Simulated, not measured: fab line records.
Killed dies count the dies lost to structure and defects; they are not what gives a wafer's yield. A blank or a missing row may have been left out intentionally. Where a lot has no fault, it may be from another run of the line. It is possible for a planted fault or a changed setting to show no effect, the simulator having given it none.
Which of the tools did it? -- flow gf180mcu -- 12 lots with 36 wafers sampled at 6 steps, on a route of 602 steps

== WHAT THE GAUGES SHOWED, per wafer ==
GF_SALICIDE_THK_MEAS_05: measures by xrf. Usual: SALICIDE_TIN_THK typically reads 19.83 nm, with standard deviation 0.26.
lot,measured,on,SALICIDE_TIN_THK (nm),flag
L159,day 15 17:56,film_metro-01,19.43 19.39 19.68,
L160,day 15 20:23,film_metro-03,20.00 19.71 19.77,
L163,day 17 01:22,film_metro-01,19.69 19.64 19.89,
L164,day 17 10:10,film_metro-01,19.38 19.11 19.21,
L171,day 19 20:47,film_metro-01,20.10 19.97 20.02,
L172,day 20 10:23,film_metro-04,19.76 19.90 19.88,
L173,day 20 15:16,film_metro-04,19.93 19.98 20.20,
L174,day 21 00:28,film_metro-03,19.79 19.66 19.69,
L176,day 21 19:04,film_metro-03,19.59 19.56 19.82,
L178,day 22 08:28,film_metro-01,19.94 19.86 20.05,
L180,day 22 23:19,film_metro-03,20.35 20.09 20.21,
L181,day 23 04:31,film_metro-04,19.84 19.92 19.57,

GF_CONTACT_THK_MEAS_01. Usual: CONTACT_CVD_00_THK typically reads 301 nm, with standard deviation 3.
lot,measured,on,CONTACT_CVD_00_THK (nm),flag
L159,day 15 18:26,film_metro-04,301 304 307,
L160,day 15 20:52,film_metro-04,304 301 306,
L163,day 17 01:47,film_metro-02,254 253 258,OFF
L164,day 17 10:39,film_metro-04,257 255 256,OFF
L171,day 19 21:11,film_metro-03,300 304 301,
L172,day 20 10:54,film_metro-04,301 300 301,
L173,day 20 15:46,film_metro-02,307 302 303,
L174,day 21 00:52,film_metro-03,301 302 303,
L176,day 21 19:28,film_metro-03,296 299 297,
L178,day 22 08:52,film_metro-02,298 300 296,
L180,day 22 23:43,film_metro-04,300 301 301,
L181,day 23 04:55,film_metro-02,298 300 295,

GF_V1_BOW_MEAS_05. Usual: V1_BOW typically reads 81 um, with standard deviation 7.4.
lot,measured,on,V1_BOW (um),flag
L159,day 17 19:14,film_metro-02,93 82 102,
L160,day 17 22:57,film_metro-02,77 84 86,
L163,day 19 04:05,film_metro-03,74 74 85,
L164,day 19 13:34,film_metro-02,85 67 79,
L171,day 22 00:10,film_metro-01,84 82 76,
L172,day 22 13:56,film_metro-01,85 95 78,
L173,day 22 20:04,film_metro-01,87 83 78,
L174,day 23 04:15,film_metro-03,82 75 91,
L176,day 23 21:11,film_metro-01,89 78 74,
L178,day 24 10:22,film_metro-03,67 70 77,
L180,day 25 00:01,film_metro-02,88 81 93,
L181,day 25 04:55,film_metro-03,83 71 76,

== EACH LOT AND THE TOOL THAT RAN IT (in order: tool; ch and the chambers of the sampled wafers; start) ==
lot,GF_HV_LDD_STRIP_10,GF_CONTACT_CVD_00,GF_CONTACT_ETCH_17
L159,"plasma_asher-03 ch 0,1, day 10 11:26","hdpcvd-02 ch 1, day 15 18:19","rie_diel-04 ch 1,2,3, day 17 19:14 or earlier"
L160,"plasma_asher-03 ch 1, day 10 14:37","hdpcvd-02 ch 1, day 15 20:44","rie_diel-04 ch 0,1, day 17 22:57 or earlier"
L163,"plasma_asher-01 ch 0,1, day 11 13:10","hdpcvd-02 ch 1,2, day 17 01:44","rie_diel-04 ch 0,1,3, day 19 04:05 or earlier"
L164,"plasma_asher-03 ch 0,1, day 11 22:23","hdpcvd-02 ch 0,1, day 17 10:34","rie_diel-01 ch 2,3, day 19 13:34 or earlier"
L171,"plasma_asher-02 ch 0,1, day 13 22:35","hdpcvd-01 ch 1,2, day 19 21:08","rie_diel-03 ch 0,2,3, day 22 00:10 or earlier"
L172,"plasma_asher-02 ch 0,1, day 14 11:39","hdpcvd-02 ch 0,1,2, day 20 10:51","rie_diel-03 ch 0,1,3, day 22 13:56 or earlier"
L173,"plasma_asher-03 ch 0,1, day 14 15:29","hdpcvd-02 ch 0,1,2, day 20 15:43","rie_diel-03 ch 0,3, day 22 20:04 or earlier"
L174,"plasma_asher-01 ch 0,1, day 14 23:59","hdpcvd-02 ch 0,2, day 21 00:49","rie_diel-01 ch 0,2,3, day 23 04:15 or earlier"
L176,"plasma_asher-02 ch 0,1, day 15 16:03","hdpcvd-01 ch 0,1,2, day 21 19:25","rie_diel-03 ch 0,1,2, day 23 21:11 or earlier"
L178,"plasma_asher-02 ch 0, day 16 04:18","hdpcvd-01 ch 0,2, day 22 08:49","rie_diel-03 ch 2,3, day 24 10:22 or earlier"
L180,"plasma_asher-01 ch 0,1, day 16 17:12","hdpcvd-02 ch 1,2, day 22 23:40","rie_diel-04 ch 0,1, day 25 00:01 or earlier"
L181,"plasma_asher-01 ch 0,1, day 17 00:15","hdpcvd-01 ch 0,1,2, day 23 04:52","rie_diel-03 ch 1,2, day 25 04:55 or earlier"
- GF_HV_LDD_STRIP_10: strips in O2/N2.
- GF_CONTACT_CVD_00: deposits SiO2, target thk 300 nm, time 50 s.
- GF_CONTACT_ETCH_17: etches SiO2 in C4F8/O2/Ar, stops on CoSi2, target depth 860 nm.

== WHAT THE TOOLS THEMSELVES READ (means of the sampled wafers that have a number; where no wafer has one, the mark that the record gives instead) ==
GF_HV_LDD_STRIP_10. Usual: drypump_motor_current_A 5.74 A, standard deviation 0.27; heater_power_w 350 W, standard deviation 24; oes_product_au 0.716 a.u., standard deviation 0.0046; strip_time_to_endpoint_s 12.63 s, standard deviation 0.031.
lot,tool,drypump_motor_current_A (A),heater_power_w (W),oes_product_au (a.u.),strip_time_to_endpoint_s (s),flag
L159,plasma_asher-03,5.66,335,0.719,12.69,
L160,plasma_asher-03,6.03,352,0.719,12.65,
L163,plasma_asher-01,5.58,365,0.713,12.60,
L164,plasma_asher-03,5.86,347,0.716,12.62,
L171,plasma_asher-02,5.96,353,0.720,12.58,
L172,plasma_asher-02,5.96,353,0.712,12.66,
L173,plasma_asher-03,5.67,338,0.714,12.61,
L174,plasma_asher-01,5.61,364,0.716,12.62,
L176,plasma_asher-02,5.96,355,0.722,12.65,
L178,plasma_asher-02,5.52,309,0.717,12.61,
L180,plasma_asher-01,5.63,366,0.715,12.63,
L181,plasma_asher-01,5.59,362,0.712,12.61,

GF_CONTACT_CVD_00. Usual: sih4_flow_sccm reads 60.01 sccm (standard deviation 0.17).
lot,tool,sih4_flow_sccm (sccm),flag
L159,hdpcvd-02,59.94,
L160,hdpcvd-02,60.12,
L163,hdpcvd-02,51.05,OFF
L164,hdpcvd-02,50.92,OFF
L171,hdpcvd-01,60.02,
L172,hdpcvd-02,60.12,
L173,hdpcvd-02,59.97,
L174,hdpcvd-02,59.96,
L176,hdpcvd-01,59.97,
L178,hdpcvd-01,60.04,
L180,hdpcvd-02,59.97,
L181,hdpcvd-01,60.02,

GF_CONTACT_ETCH_17. Usual: oes_product_au reads 0.815 a.u. (standard deviation 0.0044).
lot,tool,oes_product_au (a.u.),flag
L159,rie_diel-04,0.814,
L160,rie_diel-04,0.815,
L163,rie_diel-04,0.793,OFF
L164,rie_diel-01,0.793,OFF
L171,rie_diel-03,0.814,
L172,rie_diel-03,0.812,
L173,rie_diel-03,0.814,
L174,rie_diel-01,0.817,
L176,rie_diel-03,0.816,
L178,rie_diel-03,0.814,
L180,rie_diel-04,0.812,
L181,rie_diel-03,0.809,

== THE ANSWER, worked out from the rows above alone ==
Rule: lot off if the mean of its wafers having a number is beyond 3 standard deviations from the usual mean. A lot without any number at a reading at which 4 lots or more have one is off too. The other lots that the step has rows for count as sound. First the gauges in route order, then the tools' own readings, where a lot's mean is used as printed above. At the first step where some lot is off, the reading lying furthest off is the one used; lots without a number count as furthest.
Off: at GF_CONTACT_THK_MEAS_01 (CONTACT_CVD_00_THK), L163, L164.
If a tool, at a process step before that reading, ran all the lots that are off and no sound lot after the first of them, it fits. The gauges at GF_CONTACT_THK_MEAS_01 aren't tried: what is off there is off at GF_CONTACT_CVD_00 too, on other tools, and a gauge's error can't cause that. Not one of the candidates tried fits.

== WHAT THE SIMULATOR HAD INSERTED ==
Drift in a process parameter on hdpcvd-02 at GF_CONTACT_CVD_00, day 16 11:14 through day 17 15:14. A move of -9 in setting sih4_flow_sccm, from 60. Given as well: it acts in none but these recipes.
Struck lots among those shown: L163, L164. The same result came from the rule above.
